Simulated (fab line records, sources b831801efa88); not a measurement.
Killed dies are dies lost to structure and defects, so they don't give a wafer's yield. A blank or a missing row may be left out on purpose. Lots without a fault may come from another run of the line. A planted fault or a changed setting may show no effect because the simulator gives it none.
Split-lot experiment | flow sky130 | 5 lots, 23 wafers read, on a route of 708 steps

THE SPLIT
At SKY_METAL4_SPUTTER_00 (material Ti, target thk 15 nm, time 10 s), the setting time_s was moved away from the recipe's 10 s on 6 of the 23 wafers read, by -5.5% to +4.0%. The other wafers ran this setting at the recipe's value.

The reading is taken at the split's own step.

THE READING
Ti_of_METAL4_SPUTTER_00.thk_nm (the simulator's own value, which no gauge read), in nm, at SKY_METAL4_SPUTTER_00 (material Ti, target thk 15 nm, time 10 s). The file gives no usual value for it. The 17 wafers here that ran the recipe average 15.00 nm, standard deviation 0.15 nm.

wafer  | tool, chamber at the split | time_s as run, s | against the recipe | Ti_of_METAL4_SPUTTER_00.thk_nm, nm | against lot-mates on the recipe
L076.2 | pvd_sputter-04, -          | 10               | recipe             | 14.94                              | -
L076.3 | pvd_sputter-04, -          | 10               | recipe             | 14.97                              | -
L076.4 | pvd_sputter-04, -          | 10               | recipe             | 14.89                              | -
L080.1 | pvd_sputter-03, -          | 9.449            | -5.5%              | 13.8                               | -1.00
L080.2 | pvd_sputter-03, -          | 10               | recipe             | 14.71                              | -
L080.3 | pvd_sputter-03, -          | 9.449            | -5.5%              | 14.03                              | -0.77
L080.4 | pvd_sputter-03, -          | 10               | recipe             | 14.88                              | -
L080.6 | pvd_sputter-03, -          | 9.449            | -5.5%              | 14.11                              | -0.69
L081.1 | pvd_sputter-04, -          | 10               | recipe             | 15.3                               | -
L081.2 | pvd_sputter-04, -          | 10               | recipe             | 15.03                              | -
L081.3 | pvd_sputter-04, -          | 10               | recipe             | 15.1                               | -
L081.4 | pvd_sputter-04, -          | 10               | recipe             | 15.19                              | -
L081.5 | pvd_sputter-04, -          | 10               | recipe             | 15.16                              | -
L083.2 | pvd_sputter-03, -          | 10               | recipe             | 14.82                              | -
L083.3 | pvd_sputter-03, -          | 10               | recipe             | 15.11                              | -
L083.4 | pvd_sputter-03, -          | 10               | recipe             | 15.05                              | -
L083.5 | pvd_sputter-03, -          | 10               | recipe             | 15.18                              | -
L083.6 | pvd_sputter-03, -          | 10               | recipe             | 14.81                              | -
L082.1 | pvd_sputter-02, -          | 10               | recipe             | 14.96                              | -
L082.2 | pvd_sputter-02, -          | 10.4             | +4.0%              | 15.5                               | +0.56
L082.3 | pvd_sputter-02, -          | 10.4             | +4.0%              | 15.68                              | +0.74
L082.4 | pvd_sputter-02, -          | 10               | recipe             | 14.91                              | -
L082.6 | pvd_sputter-02, -          | 10.4             | +4.0%              | 15.47                              | +0.54

THE FIT
A straight line over all 23 wafers: Ti_of_METAL4_SPUTTER_00.thk_nm changes by +0.168 nm for each +1% of time_s; r = +0.94; the points scatter about the line by 0.16 nm.
The same after taking each lot's own level away (the mean of its wafers on the recipe; 23 wafers): +0.15 nm for each +1%; r = +0.96; scatter 0.11 nm.
On that fit, the largest move of time_s shifts the reading by 0.83 nm.
The lots' own levels span 14.795 to 15.156 nm, that is 2.3 times the standard deviation above.
So the lot-to-lot level changes the slope: the two fits differ.
Check: with one of the wafers moved furthest among these (-5.5%) left out of the fit, the line predicts -0.767 nm for it against its lot-mates. It came out at -0.995 nm against them.

OTHER SPLITS ON THESE WAFERS
These wafers also went through other splits before the reading. Each is held against what the fit with the lots' levels taken away leaves over:
other split on the same wafers          | wafers away from the commonest value | r with Ti_of_METAL4_SPUTTER_00.thk_nm (lot level and that fit taken away)
SKY_METAL3_EXPOSE_10 dose_mj            | 8                                    | +0.18
SKY_VIA3_HDPCVD_00 time_s               | 6                                    | -0.06
SKY_VIA3_SPUTTER_20 chamber_pressure_pa | 10                                   | +0.01

THE FILE'S OWN FIT
Ti_of_METAL4_SPUTTER_00.thk_nm changes by +0.15 nm for each +1% of time_s, r = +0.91.
